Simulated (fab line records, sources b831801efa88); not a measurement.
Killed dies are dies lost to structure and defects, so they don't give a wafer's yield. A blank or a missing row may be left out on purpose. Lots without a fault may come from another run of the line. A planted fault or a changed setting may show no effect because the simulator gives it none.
fab line records | flow gf180mcu
record lots=5 wafers=15 last_day=34
route steps=602 shown MIM@524 M5@526
lots that met no fault: from a run of the same line without faults
start_h: hours from the record's first day to the start of the lot's first wafer shown | wait_h: hours since the lot's step before | " the same as in the row above | L1.1+2: a row that stands for several wafers | - no value, or no start given | * or withheld: withheld | < > ~ a bound
route shown NAME@n: a module of which the file shows steps, and the number in the route of the first | usual: mean/standard deviation of fault-free wafers | same: alike in all rows | chamber/n: place in a boat | sites: the reading at each site | _std_site: their standard deviation | _edge_site: outer sites' mean less inner sites' | radius_mm: how far each site lies from the wafer's centre | mask NAME#n: copy n | behind: the tool/chamber that last shaped the wafer | hold: why the lot was held/for how many hours/how that ended | device: the transistor (n, p or np) that didn't switch | end of line: the same wafers' tests at the end of the route | a step without rows: its recipe alone | killed: dies lost to structure and defects at the first sort, not the wafer's yield | map: a wafer's dies, x killed, . not, _ none there
set.NAME: the setting as run; set.NAME@STEP: as run at that earlier step | model.NAME: the simulator's own value behind a step, which no gauge read
lots at some steps of the route; a table a step, a row a wafer
services: from which hour (start_h, from the record's first day; less than 0 if before it) a tool's chamber was out of use, for how many hours, and why
## steps
# step GF_MIM_STRIP_21
# recipe chemistry=post_etch_residue_remover time_s=1200 temp_c=72.5
# step GF_MIM_CLEAN_22
# recipe chemistry=DIW dry=n2_spin
# step GF_M5_DEHYDRATE_00
# recipe temp_c=200 time_s=60
# step GF_M5_HMDS_01
# recipe prime_time_s=60 prime_temp_c=120
# step GF_M5_COAT_02
# recipe resist=KrF spin_rpm=withheld resist_thk_nm=1000
# step GF_M5_SOFTBAKE_03
# recipe temp_c=130 time_s=60 resist=KrF
# step GF_M5_EXPOSE_04
# recipe mask_id=Metal5 target_cd_nm=280 na=0.68 source_shape=conventional sigma_outer=0.6 dose_mj=28
# step GF_M5_PEB_05
# recipe peb_temp_c=135 peb_time_s=90 resist=KrF
# step GF_M5_DEVELOP_06
# recipe develop_time_s=60 dev_temp_c=21
# step GF_M5_CD_MEAS_07
# recipe target_cd_nm=280
# usual cd_nm=279.8/1.4
# columns lot.wafer tool chamber start_h wait_h cd_nm
L618.3 cd_sem-02 - 606.05 0.1 278.7
L618.4 " - " " 279.1
L618.5 " - " " 278.9
L619.1 cd_sem-01 - 616.13 0.1 277.9
L619.2 " - " " 278.9
L619.5 " - " " 277.7
L627.3 cd_sem-01 - 676.05 0.1 281.0
L627.5 " - " " 281.9
L627.6 " - " " 282.2
L638.1 cd_sem-02 - 751.44 0.1 279.4
L638.2 " - " " 278.9
L638.4 " - " " 278.0
L639.1 cd_sem-01 - 760.34 0.1 281.9
L639.3 " - " " 281.2
L639.6 " - " " 282.6
# step GF_M5_OVL_MEAS_08
# usual M5_OVL=2/5.3
# columns lot.wafer tool chamber start_h wait_h M5_OVL[nm]
L618.3 overlay-02 - 606.14 0.1 0
L618.4 " - " " -1
L618.5 " - " " -7
L619.1 overlay-01 - 616.25 0.1 4
L619.2 " - " " 12
L619.5 " - " " 4
L627.3 overlay-02 - 676.14 0.1 1
L627.5 " - " " 0
L627.6 " - " " 0
L638.1 overlay-02 - 751.56 0.1 -3
L638.2 " - " " 3
L638.4 " - " " -2
L639.1 overlay-02 - 760.46 0.1 -1
L639.3 " - " " 1
L639.6 " - " " 4
# step GF_M5_ETCH_09
# recipe chemistry=CF4/O2 target=Si3N4 target_depth_nm=52 source_w=800 bias_w=150 pressure_mtorr=150 cf4_flow_sccm=80 O2_flow_sccm=10 time_s=11.6
# usual chamber_pressure_mTorr=150.00/0.14 drypump_motor_current_A=5.8/0.54 oes_product_au=1.004/0.011 throttle_valve_pct=5.972/0.0092
# columns lot.wafer tool chamber start_h wait_h chamber_pressure_mTorr drypump_motor_current_A oes_product_au rf_hours_counter_h throttle_valve_pct
L618.3 rie_diel-03 1 606.17 0.0 150.08 4.9 1.005 16 5.984
L618.4 " 3 " " 149.90 5.5 1.001 18 5.946
L618.5 " 1 " " 150.11 4.9 1.007 - 5.980
L619.1 rie_diel-02 3 616.28 0.0 150.05 5.5 1.002 3 5.968
L619.2 " 1 " " 150.00 6.1 0.995 0 5.966
L619.5 " 3 " " 149.92 5.4 1.011 - 5.979
L627.3 rie_diel-01 0 676.16 0.0 149.95 6.2 1.012 21 5.983
L627.5 " 0 " " 150.06 6.2 1.004 - 5.976
L627.6 " 3 " " 149.97 5.9 1.007 - 5.960
L638.1 rie_diel-03 1 751.60 0.0 150.08 4.9 1.006 21 5.985
L638.2 " 3 " " 150.00 5.4 1.005 24 5.981
L638.4 " 2 " " 150.00 5.8 1.014 4 5.977
L639.1 rie_diel-03 1 760.50 0.0 150.20 4.9 1.000 22 5.970
L639.3 " 0 " " 150.20 6.4 0.996 27 5.956
L639.6 " 1 " " 149.99 4.9 1.005 - 5.987
# step GF_M5_METAL_ETCH_10
# recipe chemistry=Cl2/BCl3 mask_material=KrF target_depth_nm=750.8 stop_on=SiO2 pressure_mtorr=8 icp_w=800 bias_w=140 Cl2_flow_sccm=80 bcl3_flow_sccm=40 time_s=125.1
# usual chamber_pressure_mTorr=8.000/0.0068 drypump_motor_current_A=5.8/0.41 he_backside_leak_sccm=3.25/0.18 mfc_cl2_sccm=79.98/0.23 oes_product_au=0.993/0.0061 throttle_valve_pct=28.227/0.01
# columns lot.wafer tool chamber start_h wait_h chamber_pressure_mTorr drypump_motor_current_A he_backside_leak_sccm mfc_cl2_sccm oes_product_au rf_hours_counter_h throttle_valve_pct model.KrF_of_M5_COAT_02.thk_nm
L618.3 rie_metal-01 1 606.27 0.1 7.997 6.3 3.43 80.15 0.987 - 28.240 654.4
L618.4 " 1 " " 7.997 6.3 3.24 79.67 0.991 - 28.228 650.9
L618.5 " 1 " " 7.999 6.3 3.54 79.87 0.985 - 28.236 652
L619.1 rie_metal-02 0 616.31 0.0 7.993 6.0 4.13 79.71 0.992 12 28.232 640.4
L619.2 " 1 " " 7.999 5.7 3.04 79.75 0.989 1 28.230 643.8
L619.5 " 0 " " 7.998 6.1 3.36 79.78 0.990 - 28.220 639.6
L627.3 rie_metal-01 0 676.23 0.1 7.991 5.0 3.18 79.55 0.994 - 28.226 633.7
L627.5 " 1 " " 8.003 6.3 3.19 79.92 0.988 - 28.220 649.2
L627.6 " 0 " " 8.006 5.0 3.21 79.94 0.834 - 28.396 724.6
L638.1 rie_metal-02 1 751.62 0.0 8.003 5.7 3.09 80.53 1.002 7 28.225 644.1
L638.2 " 1 " " 8.013 5.6 3.38 80.15 0.990 - 28.215 640.1
L638.4 " 1 " " 7.998 5.7 3.15 80.06 1.001 - 28.203 641.3
L639.1 rie_metal-02 0 760.52 0.0 7.999 6.1 3.33 79.94 0.995 0 28.238 634.4
L639.3 " 1 " " 8.016 5.7 2.86 79.80 0.991 - 28.224 639
L639.6 " 0 " " 8.003 6.0 3.36 79.90 1.002 - 28.221 637.2
# step GF_M5_STRIP_11
# recipe chemistry=O2/N2 power_w=1400 pressure_mtorr=1500 platen_temp_c=250 o2_flow_sccm=3000 n2_flow_sccm=300 overash_fraction=0.5
# usual chamber_pressure_mTorr=1500.0/1.3 drypump_motor_current_A=5.8/0.4 heater_power_w=364/48 o2_flow_sccm=3000/9.5 oes_product_au=0.521/0.0053 strip_time_to_endpoint_s=6.99/0.058
# columns lot.wafer tool chamber start_h wait_h chamber_pressure_mTorr drypump_motor_current_A heater_power_w o2_flow_sccm oes_product_au rf_hours_counter_h strip_time_to_endpoint_s
L618.3 plasma_asher-01 0 606.48 0.2 1500.4 6.2 428 3005 0.523 - 7.06
L618.4 " 1 " " 1501.2 5.7 337 2988 0.527 - 7.05
L618.5 " 0 " " 1500.4 6.2 420 3001 0.530 - 7.07
L619.1 plasma_asher-01 0 616.44 0.1 1501.7 6.2 426 2991 0.518 55 6.96
L619.2 " 1 " " 1502.2 5.7 338 2998 0.521 55 6.98
L619.5 " 0 " " 1499.0 6.2 415 2998 0.525 - 6.93
L627.3 plasma_asher-04 1 676.35 0.1 1500.4 6.2 318 2986 0.519 - 6.89
L627.5 " 1 " " 1499.7 6.2 307 2989 0.515 - 7.03
L627.6 " 0 " " 1499.1 5.8 403 2997 0.549 - 7.78
L638.1 plasma_asher-04 1 751.88 0.2 1498.8 6.2 314 2984 0.516 32 6.99
L638.2 " 0 " " 1498.4 5.8 406 3023 0.523 32 6.96
L638.4 " 1 " " 1498.6 6.2 311 2995 0.521 - 6.96
L639.1 plasma_asher-01 1 760.65 0.1 1500.9 5.7 331 3003 0.517 66 6.89
L639.3 " 0 " " 1499.7 6.2 421 3003 0.513 - 6.95
L639.6 " 0 " " 1498.5 6.2 422 3005 0.517 - 6.92
# step GF_M5_STRIP_12
# recipe chemistry=post_etch_residue_remover time_s=1200 temp_c=72.5
## services
# columns tool chamber start_h hours kind
rie_diel-02 1 586.49 - clean
rie_diel-02 1 586.49 29.7 scheduled_down
rie_diel-02 1 586.49 29.7 vent_cycle
rie_diel-03 2 617.89 - clean
rie_diel-03 2 617.89 24.6 scheduled_down
rie_diel-03 2 617.89 24.6 vent_cycle
rie_diel-01 1 632.19 - clean
rie_diel-01 1 632.19 27.4 scheduled_down
rie_diel-01 1 632.19 27.4 vent_cycle
plasma_asher-04 - 660.61 9.1 repair
plasma_asher-01 - 669.50 46.9 repair
rie_diel-02 3 671.94 4.8 repair
plasma_asher-04 - 679.69 0.5 repair
rie_metal-01 1 688.28 6.8 repair
rie_diel-01 - 732.85 0.6 repair
rie_metal-02 0 737.15 - clean
rie_metal-02 0 737.15 20.3 scheduled_down
rie_metal-02 0 737.15 20.3 vent_cycle
rie_diel-02 2 738.28 - clean
rie_diel-02 2 738.28 16.9 scheduled_down
rie_diel-02 2 738.28 16.9 vent_cycle
plasma_asher-04 - 738.69 10.0 pm
rie_diel-03 1 743.53 3.1 repair
rie_diel-01 1 760.24 1.5 repair
## key
first_sign step=GF_M5_METAL_ETCH_10 reading=oes_product_au direction=down sigmas=26 usual=0.993 struck=0.834
effect step=GF_M5_METAL_ETCH_10 reading=throttle_valve_pct direction=up sigmas=17 usual=28.227 struck=28.396
effect step=GF_M5_STRIP_11 reading=strip_time_to_endpoint_s direction=up sigmas=14 usual=* struck=*
model_effect step=GF_M5_METAL_ETCH_10 value=KrF_of_M5_COAT_02.thk_nm without=637.7 struck=724.6
met_at GF_M5_METAL_ETCH_10
struck_wafers L627.6
later_rows_left_out L627.6
sort_left_out L627.6
onset_between 606.27 676.23
fault kind=process_parameter_drift tool=rie_metal-01 chamber=- onset_h=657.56 steps=GF_M5_METAL_ETCH_10 channel=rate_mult offset=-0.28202 shape=step end_h=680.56 scope=struck_wafers_only
# sort_left_out: the simulated sort isn't trusted on such a fault, so these wafers' sort isn't shown, and their yield isn't known
# later_rows_left_out: the simulator's readings of these wafers behind a module that went badly wrong aren't trusted and aren't shown, but for the sort
